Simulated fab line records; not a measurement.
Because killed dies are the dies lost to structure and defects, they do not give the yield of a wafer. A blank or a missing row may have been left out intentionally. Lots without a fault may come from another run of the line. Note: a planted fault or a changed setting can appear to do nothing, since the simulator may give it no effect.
Code-filled problem report in 8D (eight disciplines) form + flow sfq-line + the parts of the form that need people (team, actions taken, sign-off) are left out

== 1. PROBLEM STATEMENT ==
At SFQ_TRILAYER_M4_BARC_OPEN_METAL_ETCH_123, oes-product-au averages 0.664 a.u. over 3 wafers from 2 lots, while fault-free wafers read 0.685 a.u., standard deviation 0.0046. That puts it -4.6 standard deviations away from the usual mean.
The step: etches BARC in O2, target depth 125 nm, time 41.7 s.
Seen first at day 62 15:47 on rie-metal-03, wafer L118.3. Wafers with a number at this step in the record: 40, from 14 lots. Rule for "out" (also "out of limits"): further than 4 standard deviations from the usual mean. All remaining wafers that have a number are taken as sound.

== 2. WHAT THIS IS AND IS NOT ==
| question                    | is                     | is not                                                                    |
|-----------------------------|------------------------|---------------------------------------------------------------------------|
| which readings at this step | oes-product-au         | drypump-motor-current-A                                                   |
| which lots                  | L118, L121             | L101, L103, L104, L105, L106, L107, L108, L109, L110, L112, L122, L123    |
| which wafers of those lots  | L118.3, L121.3, L121.6 | L118.1                                                                    |
| read on which tools         | rie-metal-03           | rie-metal-01, rie-metal-02                                                |
| when                        | from day 62 15:47      | up to then (31 sound wafers); but 6 sound wafers of L122, L123 came after |

== 3. SUSPECTS, AND WHAT RULES EACH OUT ==
Counting: any tool at a process step up to the reading remains a suspect provided it ran every lot that is out. Sound lots after the first of them don't rule it out here, since some wafers of a struck lot are sound.
- litho-track-02 at SFQ_TRILAYER_M4_LITHO_COAT_098 (resist thk 62 nm): kept. Ran every lot that is out, first one L118 (day 57 08:24); last sound lot up to then L109 (day 56 08:24).
- rie-metal-03 at SFQ_TRILAYER_M4_BARC_OPEN_METAL_ETCH_123 (etches BARC in O2, target depth 125 nm, time 41.7 s): kept. Ran every lot that is out, first one L118 (day 62 15:47); last sound lot up to then L109 (day 61 19:23). Out on those wafers are its own readings of oes-product-au.
Remaining after the count are litho-track-02 at SFQ_TRILAYER_M4_LITHO_COAT_098 and rie-metal-03 at SFQ_TRILAYER_M4_BARC_OPEN_METAL_ETCH_123.

== 4. THE CAUSE (what the simulator had put in) ==
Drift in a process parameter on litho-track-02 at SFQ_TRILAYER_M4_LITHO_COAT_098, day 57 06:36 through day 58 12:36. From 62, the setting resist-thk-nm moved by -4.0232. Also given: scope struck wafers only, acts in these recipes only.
After counting, 2 suspects remain, this tool included.

== 5. SEQUENCE OF EFFECTS, ordered by route ==
One row per reading whose mean, taken over the struck wafers that have a number, lies over 3 standard deviations from the usual. Only readings for which the record gives a usual standard deviation are gone through. hours: the time from each lot's start at the first step in this table that gives one to its start at this step, as a median over the lots. sigmas: the change in usual standard deviations.
| hours | step                                     | reading        | usual      | on struck wafers | change | sigmas |
|-------|------------------------------------------|----------------|------------|------------------|--------|--------|
| 0     | SFQ_TRILAYER_M4_BARC_OPEN_METAL_ETCH_123 | oes-product-au | 0.685 a.u. | 0.664            | -0.021 | -4.6   |
Process steps it contains:
- SFQ_TRILAYER_M4_BARC_OPEN_METAL_ETCH_123: etches BARC in O2, target depth 125 nm, time 41.7 s.

== 6. WHAT WOULD HAVE CAUGHT IT SOONER ==
The fault began at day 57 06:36; the first out-of-limits reading in this record came at day 62 15:47, 129 hours later.
Of the tool readings at SFQ_TRILAYER_M4_LITHO_COAT_098 for which the record gives a usual standard deviation, none was out on any struck wafer, so an alarm limit of 4 standard deviations on them would not have fired.
The start of SFQ_TRILAYER_M4_LITHO_COAT_098 on litho-track-02 came by day 62 15:47 for every one of the lots that are out (2). Holding the tool at that point would not have protected any of them.
